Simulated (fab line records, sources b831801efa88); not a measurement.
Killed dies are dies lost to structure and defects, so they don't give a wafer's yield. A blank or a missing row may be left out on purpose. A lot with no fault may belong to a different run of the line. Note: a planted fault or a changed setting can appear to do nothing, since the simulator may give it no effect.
fab line records ; flow sfq-line ; part 2 of 2: steps 26 to 36 of 36
record: lots: 5; wafers: 15; last-day: 90
route steps=325 shown L0V@23 M0@28 I0@43 M1@58
lots with no fault: from the same line, run without faults
start-h: hours from the record's first day to the start of the lot's first wafer shown ; wait-h: time in hours since the lot's previous step ; " identical to the entry in the row above ; L1.1+2: several wafers, shown together as one row ; - no value present, or no start provided ; * or withheld: withheld ; < > ~ a bound
route shown NAME@n: NAME is a module with steps in the file, n the number in the route of the first one ; usual: the fault-free wafers' mean and standard deviation ; same: alike in all rows ; chamber/n: place in a boat ; sites: per-site readings ; _std_site: the values' standard deviation ; _edge_site: mean of outer sites minus mean of inner sites ; radius-mm: for every site, how far away it sits from the centre of the wafer ; mask NAME#n: copy n ; behind: tool/chamber where the wafer was last shaped ; hold: cause of the lot's hold/its duration in hours/its outcome ; device: names the non-switching transistor (n, p or np) ; end of line: tests run on the same wafers once the route is complete ; a step with no rows: only its recipe ; killed: not the wafer's yield, but the dies lost to structure and defects at the first sort ; map: shows each die of a wafer: x if killed, . if not, _ if none is there
set.NAME: the setting the step ran with; set.NAME@STEP: the setting that earlier step ran with ; model.NAME: the simulator's own value behind a step, which no gauge read
a table for each step, a row for each wafer; lots at some steps of the route
services: from which hour (start-h, from the record's first day; less than 0 if before it) a tool's chamber was out of use, for how many hours, and why
== steps ==
step: SFQ_TRILAYER_I0_VIA_LITHO_SOFTBAKE_035
recipe: temp-c: withheld; time-s: withheld; resist: KrF
usual: exhaust-pa: 45.0/0.84
lot.wafer;tool;chamber;start-h;wait-h;exhaust-pa
L077.2;litho-track-04;0;211.72;0.2;44.0
L077.3;litho-track-04;0;211.72;0.2;45.3
L077.4;litho-track-04;0;211.72;0.2;46.1
L081.2;litho-track-04;0;230.32;0.2;44.5
L081.3;litho-track-04;0;230.32;0.2;44.6
L081.6;litho-track-04;0;230.32;0.2;45.2
L083.1;litho-track-04;0;246.30;0.2;45.5
L083.3;litho-track-04;0;246.30;0.2;44.5
L083.5;litho-track-04;0;246.30;0.2;45.4
L093.2;litho-track-04;0;433.23;0.2;45.3
L093.3;litho-track-04;0;433.23;0.2;46.7
L093.6;litho-track-04;0;433.23;0.2;46.3
L096.1;litho-track-01;0;454.98;0.2;44.1
L096.3;litho-track-01;0;454.98;0.2;45.5
L096.6;litho-track-01;0;454.98;0.2;44.6
step: SFQ_TRILAYER_I0_VIA_LITHO_EXPOSE_032
recipe: mask-id: I0; na: 0.6; source-shape: conventional; sigma-outer: 0.65; target-cd-nm: 500; dose-mj: 21.3
lot.wafer;tool;chamber;start-h;wait-h;mask
L077.2+3+4;krf-scanner-01;0;320.19;-;I0#0
L081.2+3+6;krf-scanner-01;0;339.39;-;I0#0
L083.1+3+5;krf-scanner-01;0;360.79;-;I0#0
L093.2+3+6;krf-scanner-01;0;433.55;-;I0#0
L096.1+3+6;krf-scanner-01;0;457.15;-;I0#0
step: SFQ_TRILAYER_I0_VIA_LITHO_PEB_034
recipe: peb-temp-c: 115; peb-time-s: 60; resist: KrF
usual: exhaust-pa: 45.0/0.78
lot.wafer;tool;chamber;start-h;wait-h;exhaust-pa
L077.2;litho-track-01;0;321.22;0.8;44.5
L077.3;litho-track-01;0;321.22;0.8;45.2
L077.4;litho-track-01;0;321.22;0.8;44.9
L081.2;litho-track-01;0;340.42;0.8;44.6
L081.3;litho-track-01;0;340.42;0.8;43.7
L081.6;litho-track-01;0;340.42;0.8;45.6
L083.1;litho-track-04;0;361.99;1.0;45.4
L083.3;litho-track-04;0;361.99;1.0;45.6
L083.5;litho-track-04;0;361.99;1.0;45.6
L093.2;litho-track-02;0;434.58;0.8;44.2
L093.3;litho-track-02;0;434.58;0.8;44.3
L093.6;litho-track-02;0;434.58;0.8;43.9
L096.1;litho-track-02;0;458.35;1.0;45.4
L096.3;litho-track-02;0;458.35;1.0;45.9
L096.6;litho-track-02;0;458.35;1.0;43.8
step: SFQ_TRILAYER_I0_VIA_LITHO_DEVELOP_033
recipe: time-s: 60; resist: KrF
usual: exhaust-pa: 44.9/0.84
lot.wafer;tool;chamber;start-h;wait-h;exhaust-pa
L077.2;litho-track-01;0;321.37;0.1;44.4
L077.3;litho-track-01;0;321.37;0.1;45.4
L077.4;litho-track-01;0;321.37;0.1;45.3
L081.2;litho-track-01;0;340.57;0.1;44.9
L081.3;litho-track-01;0;340.57;0.1;46.1
L081.6;litho-track-01;0;340.57;0.1;43.0
L083.1;litho-track-04;0;362.14;0.1;44.7
L083.3;litho-track-04;0;362.14;0.1;45.0
L083.5;litho-track-04;0;362.14;0.1;45.4
L093.2;litho-track-02;0;434.73;0.1;46.6
L093.3;litho-track-02;0;434.73;0.1;43.5
L093.6;litho-track-02;0;434.73;0.1;45.5
L096.1;litho-track-02;0;458.50;0.1;45.9
L096.3;litho-track-02;0;458.50;0.1;46.0
L096.6;litho-track-02;0;458.50;0.1;45.1
step: SFQ_I0_OVL_MEAS_908
usual: I0_OVL: 1/5.2
lot.wafer;tool;chamber;start-h;wait-h;I0_OVL[nm]
L077.2;overlay-01;-;321.50;0.1;-4
L077.3;overlay-01;-;321.50;0.1;6
L077.4;overlay-01;-;321.50;0.1;1
L081.2;overlay-01;-;340.70;0.1;8
L081.3;overlay-01;-;340.70;0.1;6
L081.6;overlay-01;-;340.70;0.1;7
L083.1;overlay-01;-;362.29;0.1;0
L083.3;overlay-01;-;362.29;0.1;6
L083.5;overlay-01;-;362.29;0.1;0
L093.2;overlay-01;-;434.86;0.1;12
L093.3;overlay-01;-;434.86;0.1;5
L093.6;overlay-01;-;434.86;0.1;4
L096.1;overlay-01;-;458.65;0.1;3
L096.3;overlay-01;-;458.65;0.1;-6
L096.6;overlay-01;-;458.65;0.1;-1
step: SFQ_TRILAYER_I0_VIA_BARC_OPEN_VIA_ETCH_046
recipe: mask-material: PR; chemistry: O2; target-depth-nm: 125; target: BARC; source-w: 500; bias-w: 80; pressure-mtorr: 30; time-s: 41.7
usual: drypump-motor-current-A: 5.6/0.37; oes-product-au: 0.685/0.0047
lot.wafer;tool;chamber;start-h;wait-h;drypump-motor-current-A;oes-product-au;rf-hours-counter-h
L077.2;rie-diel-02;3;321.53;0.0;5.8;0.684;10
L077.3;rie-diel-02;0;321.53;0.0;5.5;0.691;5
L077.4;rie-diel-02;1;321.53;0.0;5.0;0.687;4
L081.2;rie-diel-02;0;340.73;0.0;5.5;0.684;6
L081.3;rie-diel-02;3;340.73;0.0;5.8;0.683;11
L081.6;rie-diel-02;2;340.73;0.0;5.8;0.681;-
L083.1;rie-diel-01;1;362.33;0.0;5.8;0.690;2
L083.3;rie-diel-01;2;362.33;0.0;6.0;0.683;90
L083.5;rie-diel-01;3;362.33;0.0;5.1;0.677;-
L093.2;rie-diel-02;1;434.89;0.0;5.0;0.684;6
L093.3;rie-diel-02;2;434.89;0.0;5.8;0.684;9
L093.6;rie-diel-02;3;434.89;0.0;5.8;0.687;-
L096.1;rie-diel-04;3;458.69;0.0;6.2;0.680;3
L096.3;rie-diel-04;2;458.69;0.0;6.0;0.684;44
L096.6;rie-diel-04;3;458.69;0.0;6.3;0.688;-
step: SFQ_TRILAYER_I0_VIA_ETCH_VIA_ETCH_034
recipe: target: SiO2; stop-on: Nb; mask-material: PR; taper-deg: 20; chemistry: CHF3; target-depth-nm: 260; source-w: 500; bias-w: 80; pressure-mtorr: 30; time-s: withheld
usual: drypump-motor-current-A: 5.6/0.37; oes-product-au: 0.853/0.0054
lot.wafer;tool;chamber;start-h;wait-h;drypump-motor-current-A;oes-product-au
L077.2;rie-diel-02;3;321.57;0.0;5.8;0.839
L077.3;rie-diel-02;0;321.57;0.0;5.5;0.853
L077.4;rie-diel-02;1;321.57;0.0;5.0;0.850
L081.2;rie-diel-02;0;340.77;0.0;5.5;0.854
L081.3;rie-diel-02;3;340.77;0.0;5.8;0.845
L081.6;rie-diel-02;2;340.77;0.0;5.8;0.857
L083.1;rie-diel-01;1;362.37;0.0;5.8;0.860
L083.3;rie-diel-01;2;362.37;0.0;5.9;0.848
L083.5;rie-diel-01;3;362.37;0.0;5.1;0.852
L093.2;rie-diel-02;1;434.93;0.0;4.9;0.850
L093.3;rie-diel-02;2;434.93;0.0;5.8;0.856
L093.6;rie-diel-02;3;434.93;0.0;5.8;0.852
L096.1;rie-diel-04;3;458.73;0.0;6.3;0.850
L096.3;rie-diel-04;2;458.73;0.0;6.0;0.857
L096.6;rie-diel-04;3;458.73;0.0;6.2;0.857
step: SFQ_TRILAYER_I0_VIA_STRIP_STRIP_035
recipe: gas: O2; power-w: 200; platen-temp-c: 40; overash-fraction: 0.65; chemistry: O2; pressure-mtorr: 50
usual: drypump-motor-current-A: 5.6/0.4; oes-product-au: 1.000/0.0095
lot.wafer;tool;chamber;start-h;wait-h;drypump-motor-current-A;oes-product-au;rf-hours-counter-h
L077.2;rie-metal-02;0;321.68;-;5.0;1.005;167
L077.3;rie-metal-02;1;321.68;-;5.7;0.989;-
L077.4;rie-metal-02;0;321.68;-;5.0;1.003;-
L081.2;rie-metal-01;0;340.88;-;5.1;1.023;152
L081.3;rie-metal-01;1;340.88;-;6.7;0.991;-
L081.6;rie-metal-01;0;340.88;-;5.1;1.022;-
L083.1;rie-metal-02;1;362.48;-;5.7;0.999;125
L083.3;rie-metal-02;0;362.48;-;5.0;1.001;-
L083.5;rie-metal-02;0;362.48;-;5.0;1.002;-
L093.2;rie-metal-02;0;435.04;-;5.0;0.997;7
L093.3;rie-metal-02;0;435.04;-;5.0;1.009;-
L093.6;rie-metal-02;0;435.04;-;5.0;1.001;-
L096.1;rie-metal-04;1;458.84;-;5.9;0.996;27
L096.3;rie-metal-04;0;458.84;-;5.7;1.004;-
L096.6;rie-metal-04;1;458.84;-;5.9;0.995;-
step: SFQ_TRILAYER_I0_VIA_STRIP_SOLV_CLEAN_036
recipe: chemistry: NMP; temp-c: 70; time-s: 600
lot.wafer;tool;chamber;start-h;wait-h
L077.2+3+4;wet-bench-02;6,2,4;322.28;0.4
L081.2+3+6;wet-bench-04;0,4,5;341.48;0.4
L083.1+3+5;wet-bench-02;1,2,3;363.08;0.4
L093.2+3+6;wet-bench-02;7,1,5;435.64;0.4
L096.1+3+6;wet-bench-03;5,6,3;459.44;0.4
step: SFQ_TRILAYER_M1_DEP_PRE_CLEAN_038
recipe: gas: Ar; time-s: 22.5; bias-v: 250
lot.wafer;tool;chamber;start-h;wait-h
L077.2+3+4;pvd-sputter-03;-;322.46;0.0
L081.2+3+6;pvd-sputter-06;-;341.66;0.0
L083.1+3+5;pvd-sputter-04;-;363.26;0.0
L093.2+3+6;pvd-sputter-04;-;435.82;0.0
L096.1+3+6;pvd-sputter-06;-;459.62;0.0
step: SFQ_TRILAYER_M1_DEP_SPUTTER_037
recipe: material: Nb; base-pressure-pa: 1.33e-06; chamber-pressure-pa: 0.1333; substrate-temp-c: 20; resputter-cathode-voltage-v: 400; target-thk-nm: 200; power-w: 2000; time-s: 133.3
usual: throttle-valve-pct: 30.1/1.2
lot.wafer;tool;chamber;start-h;wait-h;throttle-valve-pct
L077.2;pvd-sputter-03;-;322.49;0.0;28.7
L077.3;pvd-sputter-03;-;322.49;0.0;29.3
L077.4;pvd-sputter-03;-;322.49;0.0;31.1
L081.2;pvd-sputter-06;-;341.69;0.0;30.3
L081.3;pvd-sputter-06;-;341.69;0.0;31.7
L081.6;pvd-sputter-06;-;341.69;0.0;31.5
L083.1;pvd-sputter-04;-;363.29;0.0;31.2
L083.3;pvd-sputter-04;-;363.29;0.0;28.3
L083.5;pvd-sputter-04;-;363.29;0.0;31.6
L093.2;pvd-sputter-04;-;435.85;0.0;28.2
L093.3;pvd-sputter-04;-;435.85;0.0;31.1
L093.6;pvd-sputter-04;-;435.85;0.0;31.0
L096.1;pvd-sputter-06;-;459.65;0.0;31.8
L096.3;pvd-sputter-06;-;459.65;0.0;29.4
L096.6;pvd-sputter-06;-;459.65;0.0;30.4
== services ==
tool;chamber;start-h;hours;kind
rie-diel-04;3;173.94;3.7;repair
rie-diel-02;-;180.63;0.2;repair
pvd-sputter-06;-;181.17;2.0;repair
rie-diel-02;1;187.09;4.8;repair
krf-scanner-01;-;191.97;4.4;pm
rie-metal-04;-;194.26;2.8;pm
rie-diel-04;1;211.33;4.6;repair
pvd-sputter-04;-;225.09;6.6;repair
krf-scanner-01;-;229.27;1.2;repair
rie-diel-04;3;250.33;1.7;repair
rie-diel-02;-;263.63;2.2;repair
krf-scanner-01;-;263.77;4.0;pm
krf-scanner-01;-;282.11;1.0;pm
pvd-sputter-06;-;286.62;2.4;repair
krf-scanner-01;-;292.08;1.3;pm
rie-diel-02;-;292.79;0.3;repair
pvd-sputter-04;-;293.87;2.5;repair
rie-diel-02;1;328.50;9.4;repair
rie-diel-02;0;340.97;2.9;repair
rie-diel-02;3;349.63;18.6;repair
rie-metal-04;-;409.28;1.4;pm
rie-diel-02;3;413.20;11.7;repair
rie-metal-03;-;422.78;2.8;pm
pvd-sputter-06;-;423.34;35.6;repair
